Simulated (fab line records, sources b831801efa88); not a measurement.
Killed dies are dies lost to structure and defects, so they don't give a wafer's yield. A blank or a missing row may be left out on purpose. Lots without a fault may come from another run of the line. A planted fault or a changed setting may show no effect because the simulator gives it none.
Chamber matching | flow sky130 | SKY_VIA1_CMP_24 on cmp-01: 4 sister chambers
The step polishes, stops on SiO2, t overpolish 15 s, target thk 0 nm. 18 wafers are shown with their chamber, then 9 later ones without.

WAFERS WITH THEIR CHAMBER
wafer  | chamber | motor_current_A (A) | time_to_endpoint_s (s)
L935.1 | 3       | 13.4                | 63
L935.3 | 2       | 12.4                | 67
L935.5 | 2       | 12.9                | 64
L938.2 | 3       | 13.7                | 71
L938.3 | 0       | 10.2                | 69
L938.5 | 1       | 13.1                | 66
L950.3 | 2       | 12.2                | 70
L950.5 | 1       | 12.7                | 68
L950.6 | 2       | 12.9                | 75
L951.1 | 1       | 13.3                | 69
L951.2 | 0       | 10.8                | 65
L951.4 | 2       | 12.8                | 68
L952.2 | 1       | 12.6                | 65
L952.3 | 2       | 12.7                | 68
L952.5 | 3       | 12.6                | 68
L955.1 | 1       | 12.9                | 66
L955.3 | 3       | 13.8                | 62
L955.5 | 2       | 13.2                | 64

SIGNATURES (means of the wafers above)
reading            | chamber 0 | chamber 1 | chamber 2 | chamber 3 | scatter within a chamber
motor_current_A    | 10.500    | 12.920    | 12.729    | 13.375    | 0.385
time_to_endpoint_s | 67.00     | 66.80     | 68.00     | 66.00     | 3.37
Rule: a wafer's distance from a chamber is the root of the sum, over the readings, of the square of ((its reading less the chamber's mean) divided by the reading's scatter). The wafer belongs to the nearest chamber; if the next one is less than 2 further off, it can't be placed. The scatter: the root of (the sum of the squares of (reading less its chamber's mean) over the shown wafers, divided by (wafers less chambers)).

WAFERS WITHOUT THEIR CHAMBER
wafer  | motor_current_A (A) | time_to_endpoint_s (s)
L956.2 | 10.2                | 68
L956.4 | 14.2                | 67
L956.5 | 12.9                | 64
L957.2 | 13.1                | 69
L957.3 | 10.5                | 68
L957.6 | 13.4                | 71
L958.1 | 10.3                | 66
L958.2 | 14.1                | 64
L958.3 | 12.9                | 67

WHICH CHAMBER EACH WENT THROUGH
wafer  | from the rows above          | in truth
L956.2 | 0                            | 0
L956.4 | can't be placed: 3 or 1 or 2 | 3
L956.5 | can't be placed: 1 or 2 or 3 | 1
L957.2 | can't be placed: 1 or 2 or 3 | 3
L957.3 | 0                            | 0
L957.6 | can't be placed: 3 or 1 or 2 | 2
L958.1 | 0                            | 0
L958.2 | can't be placed: 3 or 1 or 2 | 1
L958.3 | can't be placed: 1 or 2 or 3 | 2
Placed correctly: 3 of 9. Can't be placed from these rows: 6 (the true chamber is among the candidates in 6). Placed wrongly: 0.
